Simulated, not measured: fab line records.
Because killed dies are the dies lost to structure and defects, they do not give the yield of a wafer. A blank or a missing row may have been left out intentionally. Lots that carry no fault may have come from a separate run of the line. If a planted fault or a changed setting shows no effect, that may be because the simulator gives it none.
Which tool did it? + flow gf180mcu + 42 wafers from 14 lots sampled at 5 of the route's 602 steps

## WHAT THE GAUGES READ, wafer by wafer
GF_M4_CD_MEAS_14 targets a cd of 280 nm. Usual: cd_nm at 279.9 nm, with a standard deviation of 1.
| lot  | measured     | on        | cd_nm (nm)        | flag |
|------|--------------|-----------|-------------------|------|
| L677 | day 23 10:29 | cd_sem-02 | 279.3 279.2 278.8 |      |
| L678 | day 23 19:04 | cd_sem-02 | 281.5 281.0 281.0 |      |
| L679 | day 23 23:10 | cd_sem-01 | 280.9 280.1 281.1 |      |
| L682 | day 25 03:33 | cd_sem-02 | 281.6 282.2 281.5 |      |
| L683 | day 25 17:11 | cd_sem-01 | 280.3 279.7 279.5 |      |
| L684 | day 25 20:39 | cd_sem-02 | 279.1 279.8 279.8 |      |
| L685 | day 26 05:13 | cd_sem-01 | 280.1 280.5 278.8 |      |
| L688 | day 27 04:16 | cd_sem-01 | 277.8 278.0 277.6 |      |
| L691 | day 28 12:50 | cd_sem-01 | 279.6 279.8 279.9 |      |
| L692 | day 28 15:55 | cd_sem-01 | 280.9 280.4 280.2 |      |
| L693 | day 28 20:46 | cd_sem-01 | 280.8 278.5 279.6 |      |
| L697 | day 29 22:01 | cd_sem-02 | 309.0 308.9 308.7 | OFF  |
| L698 | day 30 01:43 | cd_sem-02 | 309.9 308.6 309.8 | OFF  |
| L700 | day 30 12:43 | cd_sem-01 | 279.1 278.9 279.1 |      |

GF_V4_THK_MEAS_01. Usual: V4_CVD_00_THK typically reads 600 nm, with standard deviation 5.3.
| lot  | measured     | on            | V4_CVD_00_THK (nm) | flag |
|------|--------------|---------------|--------------------|------|
| L677 | day 23 11:23 | film_metro-01 | 599 597 605        |      |
| L678 | day 23 19:57 | film_metro-04 | 600 601 601        |      |
| L679 | day 24 00:05 | film_metro-03 | 602 605 602        |      |
| L682 | day 25 04:27 | film_metro-03 | 602 600 605        |      |
| L683 | day 25 18:03 | film_metro-04 | 599 592 596        |      |
| L684 | day 25 21:32 | film_metro-04 | 608 602 599        |      |
| L685 | day 26 06:08 | film_metro-01 | 601 604 600        |      |
| L688 | day 27 05:11 | film_metro-03 | 599 603 602        |      |
| L691 | day 28 13:42 | film_metro-01 | 603 603 601        |      |
| L692 | day 28 16:48 | film_metro-04 | 603 593 604        |      |
| L693 | day 28 21:38 | film_metro-03 | 602 599 600        |      |
| L697 | day 29 22:53 | film_metro-04 | 605 600 604        |      |
| L698 | day 30 02:35 | film_metro-01 | 589 593 596        |      |
| L700 | day 30 13:37 | film_metro-03 | 595 595 601        |      |

## WHICH TOOL RAN EACH LOT (tool, then ch and the chambers of the sampled wafers, then the start)
| lot  | GF_V3_ETCH_16                      | GF_V3_CMP_26                  | GF_M4_PEB_12                      |
|------|------------------------------------|-------------------------------|-----------------------------------|
| L677 | rie_diel-04 ch 0,1,3, day 22 09:48 | cmp-02 ch 1,2,3, day 22 10:59 | litho_track-04 ch 0, day 23 10:09 |
| L678 | rie_diel-04 ch 0,3, day 22 18:49   | cmp-02 ch 0,2, day 22 19:52   | litho_track-03 ch 0, day 23 18:43 |
| L679 | rie_diel-01 ch 0,2,3, day 22 23:30 | cmp-02 ch 1,2,3, day 23 00:34 | litho_track-04 ch 0, day 23 22:40 |
| L682 | rie_diel-01 ch 2,3, day 24 03:46   | cmp-02 ch 0,2,3, day 24 04:50 | litho_track-01 ch 0, day 25 03:12 |
| L683 | rie_diel-01 ch 0,2,3, day 24 17:33 | cmp-01 ch 0,1,2, day 24 18:43 | litho_track-04 ch 0, day 25 16:51 |
| L684 | rie_diel-01 ch 0,2,3, day 24 21:30 | cmp-01 ch 0,1,3, day 24 22:34 | litho_track-01 ch 0, day 25 20:18 |
| L685 | rie_diel-04 ch 2,3, day 25 06:15   | cmp-01 ch 0,1,2, day 25 07:20 | litho_track-03 ch 0, day 26 04:52 |
| L688 | rie_diel-04 ch 0,3, day 26 05:54   | cmp-01 ch 1,2, day 26 07:00   | litho_track-01 ch 0, day 27 03:56 |
| L691 | rie_diel-01 ch 0,2, day 27 15:16   | cmp-01 ch 1,2,3, day 27 16:25 | litho_track-04 ch 0, day 28 12:30 |
| L692 | rie_diel-04 ch 0,3, day 27 19:13   | cmp-02 ch 0,1, day 27 20:17   | litho_track-03 ch 0, day 28 15:34 |
| L693 | rie_diel-02 ch 2,3, day 27 23:55   | cmp-02 ch 0,1,3, day 28 01:04 | litho_track-03 ch 0, day 28 20:25 |
| L697 | rie_diel-04 ch 0,2,3, day 29 02:06 | cmp-01 ch 0,1,3, day 29 03:14 | litho_track-01 ch 0, day 29 21:41 |
| L698 | rie_diel-04 ch 0,1,3, day 29 05:48 | cmp-01 ch 0,1,2, day 29 06:53 | litho_track-01 ch 0, day 30 01:23 |
| L700 | rie_diel-04 ch 0,1, day 29 16:42   | cmp-02 ch 0,1,3, day 29 17:49 | litho_track-04 ch 0, day 30 12:22 |
- GF_V3_ETCH_16: etches BARC in N2/H2.
- GF_V3_CMP_26: polishes, stops on SiO2, t overpolish 15 s, target thk 0 nm.
- GF_M4_PEB_12: peb time 90 s.

## WHAT THE TOOLS THEMSELVES READ (means of the sampled wafers that have a number; where no wafer has one, the mark that the record gives instead)
GF_V3_ETCH_16. Usual: bias_w 100.0 W, standard deviation 0.32; drypump_motor_current_A 5.8 A, standard deviation 0.62; oes_product_au 0.855 a.u., standard deviation 0.0049; throttle_valve_pct 13.224 %, standard deviation 0.0092.
| lot  | tool        | bias_w (W) | drypump_motor_current_A (A) | oes_product_au (a.u.) | throttle_valve_pct (%) | flag |
|------|-------------|------------|-----------------------------|-----------------------|------------------------|------|
| L677 | rie_diel-04 | 100.1      | 5.8                         | 0.854                 | 13.220                 |      |
| L678 | rie_diel-04 | 100.0      | 6.0                         | 0.852                 | 13.225                 |      |
| L679 | rie_diel-01 | 100.1      | 5.1                         | 0.860                 | 13.226                 |      |
| L682 | rie_diel-01 | 100.1      | 4.9                         | 0.851                 | 13.221                 |      |
| L683 | rie_diel-01 | 99.8       | 5.1                         | 0.855                 | 13.231                 |      |
| L684 | rie_diel-01 | 100.0      | 5.1                         | 0.855                 | 13.214                 |      |
| L685 | rie_diel-04 | 100.2      | 5.9                         | 0.855                 | 13.221                 |      |
| L688 | rie_diel-04 | 100.1      | 6.2                         | 0.859                 | 13.221                 |      |
| L691 | rie_diel-01 | 100.0      | 5.3                         | 0.857                 | 13.233                 |      |
| L692 | rie_diel-04 | 100.1      | 6.0                         | 0.856                 | 13.224                 |      |
| L693 | rie_diel-02 | 100.1      | 6.2                         | 0.852                 | 13.224                 |      |
| L697 | rie_diel-04 | 100.0      | 6.1                         | 0.855                 | 13.227                 |      |
| L698 | rie_diel-04 | 99.7       | 5.8                         | 0.862                 | 13.223                 |      |
| L700 | rie_diel-04 | 99.9       | 6.0                         | 0.850                 | 13.219                 |      |

GF_V3_CMP_26. Usual: motor_current_A 11.0 A, standard deviation 0.87; overpolish_run_s 15.000 s, standard deviation 0.0097; platen_rpm 60.00 rpm, standard deviation 0.044; slurry_filter_dp_kPa 13.50 kPa, standard deviation 0.14; time_to_endpoint_s 84.1 s, standard deviation 2.7.
| lot  | tool   | motor_current_A (A) | overpolish_run_s (s) | platen_rpm (rpm) | slurry_filter_dp_kPa (kPa) | time_to_endpoint_s (s) | flag |
|------|--------|---------------------|----------------------|------------------|----------------------------|------------------------|------|
| L677 | cmp-02 | 11.1                | 14.998               | 59.97            | 13.62                      | 80.7                   |      |
| L678 | cmp-02 | 11.3                | 14.997               | 59.99            | 13.52                      | 81.0                   |      |
| L679 | cmp-02 | 11.1                | 15.003               | 60.01            | 13.57                      | 84.4                   |      |
| L682 | cmp-02 | 10.7                | 14.994               | 60.02            | 13.59                      | 83.2                   |      |
| L683 | cmp-01 | 10.9                | 14.998               | 59.99            | 13.57                      | 86.6                   |      |
| L684 | cmp-01 | 10.1                | 15.003               | 60.00            | 13.49                      | 83.0                   |      |
| L685 | cmp-01 | 10.8                | 14.987               | 59.94            | 13.65                      | 83.5                   |      |
| L688 | cmp-01 | 10.9                | 15.003               | 60.01            | 13.44                      | 78.9                   |      |
| L691 | cmp-01 | 10.6                | 15.000               | 60.03            | 13.51                      | 80.9                   |      |
| L692 | cmp-02 | 12.1                | 14.994               | 59.96            | 13.48                      | 83.6                   |      |
| L693 | cmp-02 | 11.2                | 15.001               | 59.99            | 13.48                      | 84.3                   |      |
| L697 | cmp-01 | 10.5                | 15.002               | 59.98            | 13.53                      | 85.6                   |      |
| L698 | cmp-01 | 10.6                | 14.997               | 60.01            | 13.47                      | 84.3                   |      |
| L700 | cmp-02 | 10.9                | 15.008               | 59.99            | 13.41                      | 85.8                   |      |

GF_M4_PEB_12. Usual: heater_power_total_W 85.70 W, standard deviation 0.085; resist_line_temp_C 23.01 C, standard deviation 0.11.
| lot  | tool           | heater_power_total_W (W) | resist_line_temp_C (C) | flag |
|------|----------------|--------------------------|------------------------|------|
| L677 | litho_track-04 | 85.71                    | 23.08                  |      |
| L678 | litho_track-03 | 85.64                    | 23.12                  |      |
| L679 | litho_track-04 | 85.74                    | 22.91                  |      |
| L682 | litho_track-01 | 85.65                    | 22.86                  |      |
| L683 | litho_track-04 | 85.71                    | 22.98                  |      |
| L684 | litho_track-01 | 85.70                    | 22.96                  |      |
| L685 | litho_track-03 | 85.74                    | 23.04                  |      |
| L688 | litho_track-01 | 85.64                    | 22.85                  |      |
| L691 | litho_track-04 | 85.68                    | 23.00                  |      |
| L692 | litho_track-03 | 85.74                    | 23.05                  |      |
| L693 | litho_track-03 | 85.78                    | 23.05                  |      |
| L697 | litho_track-01 | 114.39                   | 22.86                  | OFF  |
| L698 | litho_track-01 | 114.30                   | 23.08                  | OFF  |
| L700 | litho_track-04 | 85.66                    | 23.00                  |      |

## THE ANSWER, worked out from the rows above alone
Rule: lot off if the mean of its wafers having a number is beyond 3 standard deviations from the usual mean. A lot without any number at a reading at which 4 lots or more have one is off too. Any other lot the step has rows for is counted as sound. First the gauges in route order, then the tools' own readings, where a lot's mean is used as printed above. The first step at which some lot is off is used, and at that step the reading that is off furthest; a lot without a number counts as furthest.
Off at GF_M4_CD_MEAS_14 (cd_nm): L697, L698.
If a tool, at a process step before that reading, ran all the lots that are off and no sound lot after the first of them, it fits. The gauges at GF_M4_CD_MEAS_14 aren't tried: what is off there is off at GF_M4_PEB_12 too, on other tools, and a gauge's error can't cause that. Undecided on this evidence; 2 tools fit (cmp-01 at GF_V3_CMP_26, litho_track-01 at GF_M4_PEB_12).

## WHAT THE SIMULATOR PUT IN
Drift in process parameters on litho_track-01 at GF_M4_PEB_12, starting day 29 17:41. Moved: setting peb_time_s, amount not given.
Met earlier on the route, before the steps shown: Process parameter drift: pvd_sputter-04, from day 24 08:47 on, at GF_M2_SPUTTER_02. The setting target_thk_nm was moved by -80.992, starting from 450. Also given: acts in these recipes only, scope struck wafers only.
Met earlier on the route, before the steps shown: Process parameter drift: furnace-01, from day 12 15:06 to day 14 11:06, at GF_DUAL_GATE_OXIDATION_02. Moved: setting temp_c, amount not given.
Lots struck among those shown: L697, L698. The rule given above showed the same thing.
